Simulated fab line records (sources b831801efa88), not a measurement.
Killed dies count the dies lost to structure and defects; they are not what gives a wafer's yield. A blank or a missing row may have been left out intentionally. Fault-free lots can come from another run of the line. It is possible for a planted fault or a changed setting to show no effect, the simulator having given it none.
One fault through the eyes of 2 desks + flow gf180mcu + every desk sees just its own numbers, and what lay behind them comes last

== TOOL OWNER'S DESK, pvdSputter-04 ==
At GF_MIM_SPUTTER_01 (material TiN, target thk 30 nm, time 25 s) the tool's own readings: per lot run on this tool, the mean of the sampled wafers that have a number. Marked OUT: a lot whose mean sits more than 4 standard deviations from the usual mean, which makes it out of limits; the brackets give that distance.
Columns: A = throttleValvePct at GF_MIM_SPUTTER_01, usual 30.6 %
| lot  | first seen here | A    |
|------|-----------------|------|
| L732 | day 24 21:47    | 30.0 |
| L735 | day 25 11:40    | 29.5 |
| L740 | day 27 20:08    | 30.1 |
| L741 | day 28 02:19    | 30.4 |
This desk's finding: nothing out of limits on any of the 4 lots.

== FROM THE METROLOGY DESK ==
What the gauges read for every lot (on any tool): the sampled wafers with a number, averaged. Marked OUT: a lot whose mean sits more than 4 standard deviations from the usual mean, which makes it out of limits; the brackets give that distance.
Columns: A = cdNm at GF_V5_CD_MEAS_14, usual 260.0 nm
| lot  | first seen here | A     |
|------|-----------------|-------|
| L731 | day 27 07:22    | 260.7 |
| L732 | day 27 13:25    | 259.7 |
| L733 | day 27 16:24    | 261.7 |
| L734 | day 27 23:43    | 260.6 |
| L735 | day 28 03:00    | 260.3 |
| L740 | day 30 07:23    | 258.7 |
| L741 | day 30 12:36    | 259.9 |
| L743 | day 30 15:48    | 259.9 |
| L747 | day 31 21:52    | 259.4 |
| L748 | day 32 11:49    | 259.1 |
| L750 | day 32 13:12    | 259.0 |
| L753 | day 33 10:31    | 261.9 |
| L752 | day 33 12:14    | 260.0 |
| L754 | day 33 15:02    | 260.4 |
This desk's finding: nothing out of limits on any of the 14 lots.

== TAKEN TOGETHER ==
Nothing out of limits was seen by the tool owner's desk.
Metrology desk: nothing out of limits seen.

== WHAT WAS PUT IN BY THE SIMULATOR ==
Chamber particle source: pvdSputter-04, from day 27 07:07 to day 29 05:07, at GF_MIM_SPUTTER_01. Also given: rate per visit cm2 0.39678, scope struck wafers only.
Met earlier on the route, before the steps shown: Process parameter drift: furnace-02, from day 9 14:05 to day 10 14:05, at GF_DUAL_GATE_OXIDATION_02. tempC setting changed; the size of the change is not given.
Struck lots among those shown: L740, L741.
